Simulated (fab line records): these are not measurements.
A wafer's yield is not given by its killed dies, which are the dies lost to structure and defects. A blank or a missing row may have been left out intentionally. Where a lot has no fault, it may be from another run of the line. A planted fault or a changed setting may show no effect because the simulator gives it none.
Check of tool commonality / flow sky130 / 36 wafers sampled across 12 lots

== REASON FOR OPENING ==
3 of 12 lots carry a flag on the reading VT_ADJUST_LVTN_2_TW at SKY_VT_ADJUST_LVTN_TW_MEAS_21. Wafers without a fault read 188.0, standard deviation 1.3.
Rule: flag the lot when none of its wafers has a number, or when each of its wafers that has one lies beyond 4 standard deviations from that mean. All remaining lots are regarded as sound.

lot=L141; measured=day 7 23:02; on=film metro-02; VT_ADJUST_LVTN_2_TW, wafer by wafer=184.5 185.8 185.0; flag=
lot=L142; measured=day 8 01:49; on=film metro-01; VT_ADJUST_LVTN_2_TW, wafer by wafer=188.0 187.5 189.0; flag=
lot=L144; measured=day 8 22:32; on=film metro-04; VT_ADJUST_LVTN_2_TW, wafer by wafer=188.9 190.1 188.9; flag=
lot=L145; measured=day 9 02:53; on=film metro-02; VT_ADJUST_LVTN_2_TW, wafer by wafer=188.2 187.7 188.1; flag=
lot=L147; measured=day 9 14:22; on=film metro-04; VT_ADJUST_LVTN_2_TW, wafer by wafer=187.9 188.0 188.8; flag=
lot=L151; measured=day 10 14:51; on=film metro-04; VT_ADJUST_LVTN_2_TW, wafer by wafer=189.1 190.3 189.0; flag=
lot=L152; measured=day 11 01:47; on=film metro-01; VT_ADJUST_LVTN_2_TW, wafer by wafer=188.3 188.9 187.8; flag=
lot=L155; measured=day 11 19:43; on=film metro-02; VT_ADJUST_LVTN_2_TW, wafer by wafer=220.5 220.5 220.3; flag=FLAGGED
lot=L157; measured=day 12 11:28; on=film metro-02; VT_ADJUST_LVTN_2_TW, wafer by wafer=220.9 220.0 221.1; flag=FLAGGED
lot=L158; measured=day 12 16:32; on=film metro-01; VT_ADJUST_LVTN_2_TW, wafer by wafer=219.7 220.0 222.2; flag=FLAGGED
lot=L159; measured=day 13 00:10; on=film metro-02; VT_ADJUST_LVTN_2_TW, wafer by wafer=185.9 186.2 187.5; flag=
lot=L164; measured=day 14 09:51; on=film metro-02; VT_ADJUST_LVTN_2_TW, wafer by wafer=188.4 186.5 186.3; flag=
The numbers of the flagged lots are 220.6 on average: +32.6 against the usual, or +25 standard deviations.

== WHICH TOOL RAN EACH LOT ==
Before the reading, the record contains 2 process steps out of a 708-step route. Read each cell as the tool, then ch plus the chambers that the sampled wafers visited, then the start.
lot=L141; flag=; SKY_VT_ADJUST_LVTN_STRIP_09=plasma asher-04 ch 0,1, day 7 02:03; SKY_VT_ADJUST_LVTN_IMPLANT_19=implanter-03 ch 0, day 7 22:47
lot=L142; flag=; SKY_VT_ADJUST_LVTN_STRIP_09=plasma asher-03 ch 0,1, day 7 05:31; SKY_VT_ADJUST_LVTN_IMPLANT_19=implanter-04 ch 0, day 8 01:35
lot=L144; flag=; SKY_VT_ADJUST_LVTN_STRIP_09=plasma asher-04 ch 0,1, day 8 01:24; SKY_VT_ADJUST_LVTN_IMPLANT_19=implanter-03 ch 0, day 8 22:17
lot=L145; flag=; SKY_VT_ADJUST_LVTN_STRIP_09=plasma asher-02 ch 1, day 8 05:00; SKY_VT_ADJUST_LVTN_IMPLANT_19=implanter-03 ch 0, day 9 02:38
lot=L147; flag=; SKY_VT_ADJUST_LVTN_STRIP_09=plasma asher-04 ch 0,1, day 8 17:13; SKY_VT_ADJUST_LVTN_IMPLANT_19=implanter-04 ch 0, day 9 14:08
lot=L151; flag=; SKY_VT_ADJUST_LVTN_STRIP_09=plasma asher-03 ch 0,1, day 9 15:10; SKY_VT_ADJUST_LVTN_IMPLANT_19=implanter-03 ch 0, day 10 14:36
lot=L152; flag=; SKY_VT_ADJUST_LVTN_STRIP_09=plasma asher-03 ch 0,1, day 10 01:48; SKY_VT_ADJUST_LVTN_IMPLANT_19=implanter-04 ch 0, day 11 01:34
lot=L155; flag=FLAGGED; SKY_VT_ADJUST_LVTN_STRIP_09=plasma asher-03 ch 0,1, day 10 20:22; SKY_VT_ADJUST_LVTN_IMPLANT_19=implanter-04 ch 0, day 11 19:29
lot=L157; flag=FLAGGED; SKY_VT_ADJUST_LVTN_STRIP_09=plasma asher-02 ch 0,1, day 11 10:14; SKY_VT_ADJUST_LVTN_IMPLANT_19=implanter-04 ch 0, day 12 11:13
lot=L158; flag=FLAGGED; SKY_VT_ADJUST_LVTN_STRIP_09=plasma asher-03 ch 1, day 11 14:48; SKY_VT_ADJUST_LVTN_IMPLANT_19=implanter-04 ch 0, day 12 16:17
lot=L159; flag=; SKY_VT_ADJUST_LVTN_STRIP_09=plasma asher-03 ch 0,1, day 11 22:28; SKY_VT_ADJUST_LVTN_IMPLANT_19=implanter-02 ch 0, day 12 23:55
lot=L164; flag=; SKY_VT_ADJUST_LVTN_STRIP_09=plasma asher-03 ch 0, day 13 08:13; SKY_VT_ADJUST_LVTN_IMPLANT_19=implanter-03 ch 0, day 14 09:36
What is done by these steps:
- SKY_VT_ADJUST_LVTN_STRIP_09: strips in O2/N2.
- SKY_VT_ADJUST_LVTN_IMPLANT_19
- SKY_VT_ADJUST_LVTN_TW_MEAS_21

== FLAGGED AGAINST TOTAL, ONE TOOL AT A TIME (gauges that did the reading follow at the end) ==
step=SKY_VT_ADJUST_LVTN_STRIP_09; tool=plasma asher-02; lots run=2; flagged=1; share of the flagged lots=some; sound lots run after its first flagged lot=0
step=SKY_VT_ADJUST_LVTN_STRIP_09; tool=plasma asher-03; lots run=7; flagged=2; share of the flagged lots=some; sound lots run after its first flagged lot=2 (L159,L164)
step=SKY_VT_ADJUST_LVTN_STRIP_09; tool=plasma asher-04; lots run=3; flagged=0; share of the flagged lots=none; sound lots run after its first flagged lot=-
step=SKY_VT_ADJUST_LVTN_IMPLANT_19; tool=implanter-02; lots run=1; flagged=0; share of the flagged lots=none; sound lots run after its first flagged lot=-
step=SKY_VT_ADJUST_LVTN_IMPLANT_19; tool=implanter-03; lots run=5; flagged=0; share of the flagged lots=none; sound lots run after its first flagged lot=-
step=SKY_VT_ADJUST_LVTN_IMPLANT_19; tool=implanter-04; lots run=6; flagged=3; share of the flagged lots=all; sound lots run after its first flagged lot=0
step=SKY_VT_ADJUST_LVTN_TW_MEAS_21; tool=film metro-01; lots run=3; flagged=1; share of the flagged lots=some; sound lots run after its first flagged lot=0
step=SKY_VT_ADJUST_LVTN_TW_MEAS_21; tool=film metro-02; lots run=6; flagged=2; share of the flagged lots=some; sound lots run after its first flagged lot=2 (L159,L164)
step=SKY_VT_ADJUST_LVTN_TW_MEAS_21; tool=film metro-04; lots run=3; flagged=0; share of the flagged lots=none; sound lots run after its first flagged lot=-

== WHAT THE TABLE ALLOWS ==
1 row of the table ran every flagged lot: implanter-04 at SKY_VT_ADJUST_LVTN_IMPLANT_19.
- implanter-04 at SKY_VT_ADJUST_LVTN_IMPLANT_19: 3 of its 6 lots flagged. A fault beginning between L152 (day 11 01:34), its last sound lot, and L155 (day 11 19:29), its first flagged one, fits the data. Its own readings (dose ions cm2, faraday current uA) fall more than 4 standard deviations out on all wafers of the flagged lots.
What remains is a single tool, implanter-04 at SKY_VT_ADJUST_LVTN_IMPLANT_19.

== WHAT HAD BEEN PUT IN BY THE SIMULATOR ==
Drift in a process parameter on implanter-04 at SKY_VT_ADJUST_LVTN_IMPLANT_19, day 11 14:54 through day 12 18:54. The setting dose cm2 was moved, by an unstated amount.
Lots struck among those shown: L155, L157, L158. The same result came from the rule above.
